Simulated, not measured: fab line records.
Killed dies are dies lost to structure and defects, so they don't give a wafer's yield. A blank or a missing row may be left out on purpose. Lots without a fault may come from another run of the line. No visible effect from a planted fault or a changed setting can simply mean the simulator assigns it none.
The tool behind it: which one? / flow gf180mcu / Sampling: 15 lots, 45 wafers, 2 of 602 route steps

WHAT THE GAUGES READ, wafer by wafer
GF_V5_OVL_MEAS_15.
lot=L611; measured=day 27 17:48; on=overlay-01; V5_OVL (nm)=0 1 -9
lot=L613; measured=day 28 07:38; on=overlay-02; V5_OVL (nm)=-9 -12 -10
lot=L614; measured=day 28 21:23; on=overlay-02; V5_OVL (nm)=-4 -5 -9
lot=L615; measured=day 28 22:54; on=overlay-02; V5_OVL (nm)=-1 -2 -14
lot=L617; measured=day 29 19:08; on=overlay-02; V5_OVL (nm)=-3 -13 -6
lot=L618; measured=day 29 22:20; on=overlay-02; V5_OVL (nm)=-8 -1 -4
lot=L620; measured=day 30 08:51; on=overlay-02; V5_OVL (nm)=1 -2 10
lot=L621; measured=day 30 17:18; on=overlay-02; V5_OVL (nm)=- - -
lot=L622; measured=day 30 23:00; on=overlay-02; V5_OVL (nm)=- - -
lot=L623; measured=day 31 07:33; on=overlay-01; V5_OVL (nm)=- - -
lot=L630; measured=day 33 04:23; on=overlay-01; V5_OVL (nm)=2 -4 0
lot=L632; measured=day 33 13:47; on=overlay-02; V5_OVL (nm)=-5 -11 -4
lot=L631; measured=day 33 14:35; on=overlay-01; V5_OVL (nm)=-2 -11 -7
lot=L633; measured=day 33 19:15; on=overlay-02; V5_OVL (nm)=-3 -2 4
lot=L634; measured=day 34 04:05; on=overlay-01; V5_OVL (nm)=4 -2 6

WHICH TOOL RAN EACH LOT (tool, then ch and the chambers of the sampled wafers, then the start)
lot=L611; GF_V5_EXPOSE_11=krf-scanner-02 ch 0, day 27 07:07
lot=L613; GF_V5_EXPOSE_11=krf-scanner-01 ch 0, day 27 22:12
lot=L614; GF_V5_EXPOSE_11=krf-scanner-01 ch 0, day 28 11:31
lot=L615; GF_V5_EXPOSE_11=krf-scanner-01 ch 0, day 28 13:09
lot=L617; GF_V5_EXPOSE_11=krf-scanner-01 ch 0, day 29 10:05
lot=L618; GF_V5_EXPOSE_11=krf-scanner-01 ch 0, day 29 13:07
lot=L620; GF_V5_EXPOSE_11=krf-scanner-02 ch 0, day 29 23:22
lot=L621; GF_V5_EXPOSE_11=krf-scanner-02, day 30 08:28
lot=L622; GF_V5_EXPOSE_11=krf-scanner-02, day 30 14:24
lot=L623; GF_V5_EXPOSE_11=krf-scanner-01, day 30 22:30
lot=L630; GF_V5_EXPOSE_11=krf-scanner-01 ch 0, day 32 21:29
lot=L632; GF_V5_EXPOSE_11=krf-scanner-01 ch 0, day 33 05:25
lot=L631; GF_V5_EXPOSE_11=krf-scanner-02 ch 0, day 33 06:16
lot=L633; GF_V5_EXPOSE_11=krf-scanner-01 ch 0, day 33 11:41
lot=L634; GF_V5_EXPOSE_11=krf-scanner-02 ch 0, day 33 20:17
- GF_V5_EXPOSE_11: exposes mask Via5, target cd 260 nm.

WHAT THE TOOLS THEMSELVES READ (means of the sampled wafers that have a number; where no wafer has one, the mark that the record gives instead)
GF_V5_EXPOSE_11.
lot=L611; tool=krf-scanner-02; exposure-dose-mJ-cm2=37.90; focus-offset-nm (nm)=0.0
lot=L613; tool=krf-scanner-01; exposure-dose-mJ-cm2=37.97; focus-offset-nm (nm)=-0.4
lot=L614; tool=krf-scanner-01; exposure-dose-mJ-cm2=37.96; focus-offset-nm (nm)=0.4
lot=L615; tool=krf-scanner-01; exposure-dose-mJ-cm2=37.93; focus-offset-nm (nm)=-0.5
lot=L617; tool=krf-scanner-01; exposure-dose-mJ-cm2=37.97; focus-offset-nm (nm)=-0.1
lot=L618; tool=krf-scanner-01; exposure-dose-mJ-cm2=37.98; focus-offset-nm (nm)=0.5
lot=L620; tool=krf-scanner-02; exposure-dose-mJ-cm2=37.93; focus-offset-nm (nm)=0.6
lot=L621; tool=krf-scanner-02; exposure-dose-mJ-cm2=-; focus-offset-nm (nm)=-
lot=L622; tool=krf-scanner-02; exposure-dose-mJ-cm2=-; focus-offset-nm (nm)=-
lot=L623; tool=krf-scanner-01; exposure-dose-mJ-cm2=-; focus-offset-nm (nm)=-
lot=L630; tool=krf-scanner-01; exposure-dose-mJ-cm2=37.94; focus-offset-nm (nm)=-0.0
lot=L632; tool=krf-scanner-01; exposure-dose-mJ-cm2=37.93; focus-offset-nm (nm)=-0.1
lot=L631; tool=krf-scanner-02; exposure-dose-mJ-cm2=37.91; focus-offset-nm (nm)=0.1
lot=L633; tool=krf-scanner-01; exposure-dose-mJ-cm2=37.93; focus-offset-nm (nm)=-0.1
lot=L634; tool=krf-scanner-02; exposure-dose-mJ-cm2=37.94; focus-offset-nm (nm)=0.3

THE ANSWER, worked out from the rows above alone
Rule: the usual values come from the lots themselves. The widest of any qualifying gaps counts: lots, ordered by their means at a reading, are off when they make up no more than a third of the lots, leave a main group of 4 or more, and stand apart from it by 3 or more times the standard deviation of that group's means. If all means in a main group match to the digits the tables above print for the reading, that group is not used. Also off: a lot with no number at a reading for which 4 or more lots have one. Where the step has rows for the other lots, those lots are counted as sound. Order of review: gauges by route order, followed by the tools' own readings, for which a lot's mean as printed above is used. At the first step where some lot is off, the reading lying furthest off is the one used; lots without a number count as furthest.
Off: at GF_V5_OVL_MEAS_15 (V5_OVL), L621, L622, L623. Without a number there: L621, L622, L623. Mean -4 nm and standard deviation 4 in the main group.
A tool fits if, at a process step before that reading, it ran every lot that is off, and no sound lot after the first of them. Not tried: the gauges at GF_V5_OVL_MEAS_15; whatever is off there is also off at GF_V5_EXPOSE_11, on other tools, and gauge error can't account for it. Of those tried, none fits.

WHAT THE SIMULATOR PUT IN
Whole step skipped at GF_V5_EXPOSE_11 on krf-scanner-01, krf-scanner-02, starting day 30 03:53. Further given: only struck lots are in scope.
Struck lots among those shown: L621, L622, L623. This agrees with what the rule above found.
